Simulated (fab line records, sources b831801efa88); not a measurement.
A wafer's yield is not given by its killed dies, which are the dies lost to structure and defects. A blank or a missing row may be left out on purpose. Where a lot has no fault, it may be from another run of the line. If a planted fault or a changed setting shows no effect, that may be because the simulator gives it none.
A struck lot beside a sound one    flow sky130    36 out of 708 route steps
Sound: wafers L302.1, L302.5, L302.6. Wafers struck: L304.2, L304.4, L304.5. The cause comes at the end.
For every step that has rows: the tool of each side, followed by ch and its chambers, followed by its first start. Under that, the readings that differ: sound wafers    struck wafers    difference of the means    sigmas: that difference in standard deviations of wafers without a fault.
alike: same words and numbers on both sides, and readings whose means sit less than 2 such deviations apart. not compared: any withheld reading, any reading some wafer has no value for, any bound like >300 that may hide the same value, and any number with overlapping values for which the record gives no deviation.
Wherever a step has rows on one side only, a row that says differs or no value, or a row with sigmas, the two part there. When numbers do not overlap yet have no deviation, they are printed without sigmas and do not part them. A reading that every wafer of one side lacks parts them only if that side has two wafers or more.

first, 10 steps without rows for these wafers: SKY_GATE_OXIDE_COAT_05 (resist thk 1140 nm); SKY_GATE_OXIDE_SOFTBAKE_06 (time 60 s); SKY_GATE_OXIDE_EXPOSE_07 (exposes mask LVOM, target cd 600 nm); SKY_GATE_OXIDE_PEB_08; SKY_GATE_OXIDE_DEVELOP_09 (develop time 60 s); SKY_GATE_OXIDE_IMPLANT_11; SKY_GATE_OXIDE_WET_ETCH_12 (etches SiO2 in dHF, target depth 16.8 nm, time 336 s); SKY_GATE_OXIDE_STRIP_13 (strips in O2/N2); SKY_GATE_OXIDE_CLEAN_15 (cleans in SC1/SC2, time 150 s); SKY_GATE_OXIDE_OXIDATION_16 (stabilise 600 s, purge 300 s, target thk 3.57 nm).
SKY_POLY_GATE_CVD_00: deposits poly-Si, target thk 180 nm, time 720 s.
  sound on lpcvd-01 ch 0, day 17 20:11; struck on lpcvd-01 ch 1, day 18 12:59
reading                                        sound              struck             difference  sigmas
model.poly-Si_of_POLY_GATE_CVD_00.thk_nm (nm)  180.1 180.5 181.2  165.9 166.1 167.5  -14.1       
SKY_POLY_GATE_THK_MEAS_01:
  struck on film_metro-03, day 18 14:12; sound on film_metro-01, day 17 21:23
reading                    sound              struck             difference  sigmas
POLY_GATE_CVD_00_THK (nm)  180.2 180.4 181.2  165.9 166.0 167.6  -14.1       -10
then, 9 steps without rows for these wafers: SKY_RES_PROTECT_DEHYDRATE_00 (time 60 s); SKY_RES_PROTECT_HMDS_01 (prime time 60 s); SKY_RES_PROTECT_COAT_02 (resist thk 1140 nm); SKY_RES_PROTECT_SOFTBAKE_03 (time 60 s); SKY_RES_PROTECT_EXPOSE_04 (exposes mask RPM, target cd 1270 nm); SKY_RES_PROTECT_PEB_05; SKY_RES_PROTECT_DEVELOP_06 (develop time 60 s); SKY_POLY_GATE_IMPLANT_02; SKY_RES_PROTECT_STRIP_07 (strips in O2/N2).
SKY_RES_PROTECT_CLEAN_09: cleans in SC1/SC2, time 150 s.
  sound on wet_bench-01 ch 2, day 19 02:52; struck on wet_bench-01 ch 1, day 19 21:29
reading                                        sound              struck             difference  sigmas
model.poly-Si_of_POLY_GATE_CVD_00.thk_nm (nm)  179.4 179.8 180.6  165.2 165.4 166.8  -14.1       
  alike: bath_guard_temp_C
then, 11 steps without rows for these wafers: SKY_POLY_GATE_CVD_03 (deposits Si3N4 from DCS/NH3, target thk 75 nm, time 1290 s); SKY_POLY_GATE_DEHYDRATE_05 (time 60 s); SKY_POLY_GATE_HMDS_06 (prime time 60 s); SKY_POLY_GATE_COAT_07 (resist thk 110 nm); SKY_POLY_GATE_COAT_08 (resist thk 450 nm); SKY_POLY_GATE_SOFTBAKE_09 (time 90 s); SKY_POLY_GATE_EXPOSE_10 (exposes mask P1M, target cd 150 nm); SKY_POLY_GATE_PEB_11; SKY_POLY_GATE_DEVELOP_12 (develop time 60 s); SKY_POLY_GATE_ETCH_15 (etches BARC in N2/H2, stops on SiO2, time 118.5 s, target depth 110 nm); SKY_POLY_GATE_ETCH_16 (etches Si3N4 in CH3F/O2, stops on poly-Si, time 147.5 s, target depth 75 nm).
SKY_POLY_GATE_ETCH_17: etches poly-Si in HBr/Cl2, stops on SiO2, target depth 180 nm, time 70.5 s.
  sound on rie_si-02 ch 0,1,2, day 20 12:14; struck on rie_si-02 ch 0,1,3, day 21 05:07
reading                                sound              struck             difference  sigmas
oes_product_au (a.u.)                  0.990 0.993 0.992  0.940 0.940 0.946  -0.050      -6
model.etch.depth_nm (nm)               179.4 179.7 179.5  165.2 165.4 166.8  -13.7       
model.POLY_GATE.feature_depth_nm (nm)  179.4 179.7 179.5  165.2 165.4 166.8  -13.7       
  alike: chamber_pressure_mTorr, drypump_motor_current_A, rf_fwd_power_W, throttle_valve_pct
  not compared: rf_hours_counter_h
then, 1 step without rows for these wafers: SKY_POLY_GATE_STRIP_18 (strips in O2/N2).
-- here the record skips 28 days between the struck wafers' starts before and after, leaving off in module POLY_GATE and picking up in module PAD_OPEN (first step shown: number 708 of the route) --
SKY_PAD_OPEN_PROBE_99:
  struck on prober-02, day 49 00:10; sound on prober-02, day 48 14:46
reading                              sound              struck             difference  sigmas
model.etest.res_high_po.line_ohm_um  725 709.2 720.9    782.3 809.9 789.1  +75.4       
model.etest.res_poly.line_ohm_um     518.5 498.3 498.2  555.6 557.5 556.4  +51.5       
model.etest.res_high_po.rs_ohm_sq    254 249.7 253.3    277.3 280.4 274.7  +25.1       
model.etest.cap_li_to_poly.c_af_um2  103.8 100.3 102    97.78 94.79 96.38  -5.72       
model.etest.res_poly.rs_ohm_sq       47.72 47.21 46.74  51.21 52.12 50.74  +4.13       
  alike: killed_at_M0_to_M3, killed_at_M4_up, killed_at_contacts, killed_at_front_end, killed_at_other, killed_dies, killed_on_rim, killed_open, killed_short

WHERE THEY PART
Earliest at SKY_POLY_GATE_THK_MEAS_01; latest, in this record, at SKY_POLY_GATE_ETCH_17. Later steps at which nothing parts them and some readings are alike: SKY_PAD_OPEN_PROBE_99.

WHY: what had been put in by the simulator
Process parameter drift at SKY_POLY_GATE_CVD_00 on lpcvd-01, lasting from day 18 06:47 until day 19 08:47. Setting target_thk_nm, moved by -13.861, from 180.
